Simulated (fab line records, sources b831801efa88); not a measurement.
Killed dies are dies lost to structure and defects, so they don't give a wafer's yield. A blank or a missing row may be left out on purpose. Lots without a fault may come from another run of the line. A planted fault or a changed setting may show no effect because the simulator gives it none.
A struck lot beside a sound one | flow sfq_line | 43 steps out of a route of 325
Sound: wafers L568.1, L568.5, L568.6. Struck: wafers L578.1, L578.3, L578.5. The cause comes at the end.
At each step with rows: each side's tool, then ch and its chambers, then its first start. Under that, the readings that differ: sound wafers | struck wafers | difference of the means | sigmas: that difference in standard deviations of wafers without a fault.
alike: readings whose means differ by less than 2 such deviations, and words and numbers that are the same on both sides. not compared: withheld readings, readings that some wafer has no value for, bounds like >300 that may hide the same value, and numbers for which the record gives no deviation and whose values overlap.
The two part at a step that has a row with sigmas, a row that says differs or no value, or rows on one side only. Numbers that don't overlap but have no deviation are shown without sigmas and don't part them. A reading that every wafer of one side lacks parts them only if that side has two wafers or more.

SFQ_TRILAYER_JJ_CE_BARC_OPEN_RIE_150: chemistry O2, target BARC, target depth 240 nm, time 80 s.
  sound on rie_metal-04 ch 0,1, day 52 21:54; struck on rie_metal-03 ch 0,1, day 62 21:37
  alike: drypump_motor_current_A, oes_product_au
  not compared: rf_hours_counter_h
then, 2 steps without rows for these wafers: SFQ_TRILAYER_JJ_CE_ETCH_RIE_118 (chemistry SF6, target Nb, stops on Al2O3, time 97.7 s, target depth 170 nm); SFQ_TRILAYER_JJ_ANODIZE_ANODIZE_119.
SFQ_TRILAYER_JJ_CE_STRIP_STRIP_120: strips in O2.
  sound on rie_metal-01 ch 0,1, day 52 22:35; struck on rie_metal-01 ch 1, day 62 22:49
  alike: drypump_motor_current_A, oes_product_au
  not compared: rf_hours_counter_h
then, 7 steps without rows for these wafers: SFQ_TRILAYER_JJ_CE_STRIP_SOLV_CLEAN_121 (cleans in NMP, time 600 s); SFQ_TRILAYER_M5_LITHO_COAT_128 (resist thk 62 nm); SFQ_TRILAYER_M5_LITHO_COAT_123 (resist thk 600 nm); SFQ_TRILAYER_M5_LITHO_SOFTBAKE_127; SFQ_TRILAYER_M5_LITHO_EXPOSE_124 (exposes mask M5, target cd 700 nm); SFQ_TRILAYER_M5_LITHO_PEB_126 (peb time 60 s); SFQ_TRILAYER_M5_LITHO_DEVELOP_125 (time 60 s).
-- the record jumps here: 6 days lie between the struck wafers' starts before and after --
SFQ_M5_OVL_MEAS_932:
  sound on overlay-01, day 53 01:38; struck on overlay-01, day 68 11:13
  alike: M5_OVL
SFQ_TRILAYER_M5_BARC_OPEN_METAL_ETCH_161: etches BARC in O2, target depth 125 nm, time 41.7 s.
  sound on rie_metal-01 ch 0,1, day 53 01:40; struck on rie_metal-02 ch 0,1, day 68 11:15
  no value came back on the struck wafers for bias_w (W), chamber_pressure_mTorr (mTorr), drypump_motor_current_A (A), oes_product_au (a.u.); on the sound wafers bias_w (W) reads 80.10 80.11 79.99
  reading                                             | sound           | struck            | difference | sigmas
  model.KrF_of_TRILAYER_M5_LITHO_COAT_123.thk_nm (nm) | 523.6 522.9 523 | 575.9 574.6 574.2 | +51.7      |
  not compared: rf_hours_counter_h
SFQ_TRILAYER_M5_ETCH_METAL_ETCH_126: etches Nb in Cl2/BCl3, stops on SiO2, time 203.2 s, target depth 265 nm.
  sound on rie_metal-01 ch 0,1, day 53 01:44; struck on rie_metal-02 ch 0,1, day 68 11:18
  reading                                             | sound             | struck            | difference | sigmas
  oes_product_au (a.u.)                               | 0.733 0.737 0.732 | 0.380 0.375 0.378 | -0.356     | -52
  model.KrF_of_TRILAYER_M5_LITHO_COAT_123.thk_nm (nm) | 373.7 370.7 375.1 | 424.7 421.7 423.1 | +50.0      |
  alike: bias_w, chamber_pressure_mTorr, drypump_motor_current_A
  not compared: rf_hours_counter_h
SFQ_TRILAYER_M5_STRIP_STRIP_127: strips in O2.
  sound on rie_metal-01 ch 0,1, day 53 01:56; struck on rie_metal-02 ch 0,1, day 68 11:30
  alike: drypump_motor_current_A, oes_product_au
  not compared: rf_hours_counter_h
then, 3 steps without rows for these wafers: SFQ_TRILAYER_M5_STRIP_SOLV_CLEAN_128 (cleans in NMP, time 600 s); SFQ_TRILAYER_A5B_DEP_PECVD_129 (deposits SiO2 from SiH4/N2O, time 133.33 s, target thk 600 nm); SFQ_TRILAYER_A5B_CMP_CMP_130 (polishes, stops on Nb, target thk 340.7 nm).
SFQ_TRILAYER_A5B_METRO_MEASURE_131:
  sound on film_metro-02, day 53 17:09; struck on film_metro-04, day 68 15:54
  alike: thk_nm
then, 3 steps without rows for these wafers: SFQ_TRILAYER_R5_DEP_SPUTTER_132 (material Ti, target thk 5 nm, time 5 s); SFQ_TRILAYER_R5_DEP_SPUTTER_133 (material MoNx, target thk 40 nm, time 66.7 s); SFQ_TRILAYER_R5_DEP_SPUTTER_134 (material Ti, target thk 5 nm, time 5 s).
SFQ_R5_RS_MEAS_933: measures by four-point-probe.
  sound on film_metro-04, day 53 18:26; struck on film_metro-03, day 68 17:11
  alike: R5_MONX_RS
SFQ_R5_THK_MEAS_934: measures by xrf.
  sound on film_metro-04, day 53 18:34; struck on film_metro-03, day 68 17:19
  alike: R5_MONX_THK
then, 3 steps without rows for these wafers: SFQ_TRILAYER_R5_LITHO_COAT_141 (resist thk 62 nm); SFQ_TRILAYER_R5_LITHO_COAT_136 (resist thk 600 nm); SFQ_TRILAYER_R5_LITHO_SOFTBAKE_140.
SFQ_TRILAYER_R5_LITHO_EXPOSE_137: exposes mask R5, target cd 500 nm.
  sound on krf_scanner-01 ch 0, day 59 14:20; struck on krf_scanner-01, day 68 20:30
  no value came back on the struck wafers for exposure_dose_mJ_cm2, focus_offset_nm (nm); on the sound wafers exposure_dose_mJ_cm2 reads 14.398 14.392 14.378
  alike: mask
then, 2 steps without rows for these wafers: SFQ_TRILAYER_R5_LITHO_PEB_139 (peb time 60 s); SFQ_TRILAYER_R5_LITHO_DEVELOP_138 (time 60 s).
SFQ_R5_OVL_MEAS_935:
  sound on overlay-01, day 59 15:50; struck on overlay-01, day 68 22:00
  reading     | sound    | struck | difference                    | sigmas
  R5_OVL (nm) | -1 -1 -6 | - - -  | no value on the struck wafers |
then, 2 steps without rows for these wafers: SFQ_TRILAYER_R5_BARC_OPEN_METAL_ETCH_177 (etches BARC in O2, target depth 125 nm, time 41.7 s); SFQ_TRILAYER_R5_ETCH_METAL_ETCH_139 (etches the open film in Cl2, stops on SiO2, target depth 60 nm, time 40 s).
SFQ_TRILAYER_R5_STRIP_STRIP_140: strips in O2.
  sound on rie_metal-01 ch 0,1, day 59 15:59; struck on rie_metal-01 ch 0,1, day 68 22:09
  alike: drypump_motor_current_A, oes_product_au
  not compared: rf_hours_counter_h
then, 7 steps without rows for these wafers: SFQ_TRILAYER_R5_STRIP_SOLV_CLEAN_141 (cleans in NMP, time 600 s); SFQ_TRILAYER_A5C_DEP_PECVD_142 (deposits SiO2 from SiH4/N2O, time 15.556 s, target thk 70 nm); SFQ_TRILAYER_I5_LITHO_COAT_149 (resist thk 62 nm); SFQ_TRILAYER_I5_LITHO_COAT_144 (resist thk 650 nm); SFQ_TRILAYER_I5_LITHO_SOFTBAKE_148; SFQ_TRILAYER_I5_LITHO_PEB_147 (peb time 60 s); SFQ_TRILAYER_I5_LITHO_DEVELOP_146 (time 60 s).
-- the record jumps here: 5 days lie between the struck wafers' starts before and after --
SFQ_TRILAYER_I5_ETCH_VIA_ETCH_147: etches the open film in CHF3, stops on Nb, target depth 360 nm.
  sound on rie_diel-02 ch 0,1, day 59 19:07; struck on rie_diel-02 ch 1,2, day 74 05:25
  reading               | sound             | struck            | difference | sigmas
  oes_product_au (a.u.) | 0.979 0.985 0.992 | 0.375 0.376 0.371 | -0.611     | -99 or more
  alike: bias_w, chamber_pressure_mTorr, drypump_motor_current_A
  not compared: model.I5.cd_nm
-- the record jumps here: 13 days lie between the struck wafers' starts before and after --
SFQ_M8_BOW_MEAS_951:
  sound on film_metro-01, day 85 12:11; struck on film_metro-02, day 87 06:26
  reading                       | sound              | struck  | difference | sigmas
  M8_BOW (um)                   | 19 20 21           | -7 -6 2 | -24        | -2
  model.etest.r5.comb_log10_ohm | 12 12 12           | 0 0 0   | -12        |
  model.etest.m5.comb_log10_ohm | 12 12 12           | 0 0 0   | -12        |
  model.etest.jj.g_times        | 1.002 0.9962 1.004 | 0 0 0   | -1         |

WHERE THEY PART
First at SFQ_TRILAYER_M5_BARC_OPEN_METAL_ETCH_161; last, within this record, at SFQ_M8_BOW_MEAS_951.

WHY: what the simulator had put in
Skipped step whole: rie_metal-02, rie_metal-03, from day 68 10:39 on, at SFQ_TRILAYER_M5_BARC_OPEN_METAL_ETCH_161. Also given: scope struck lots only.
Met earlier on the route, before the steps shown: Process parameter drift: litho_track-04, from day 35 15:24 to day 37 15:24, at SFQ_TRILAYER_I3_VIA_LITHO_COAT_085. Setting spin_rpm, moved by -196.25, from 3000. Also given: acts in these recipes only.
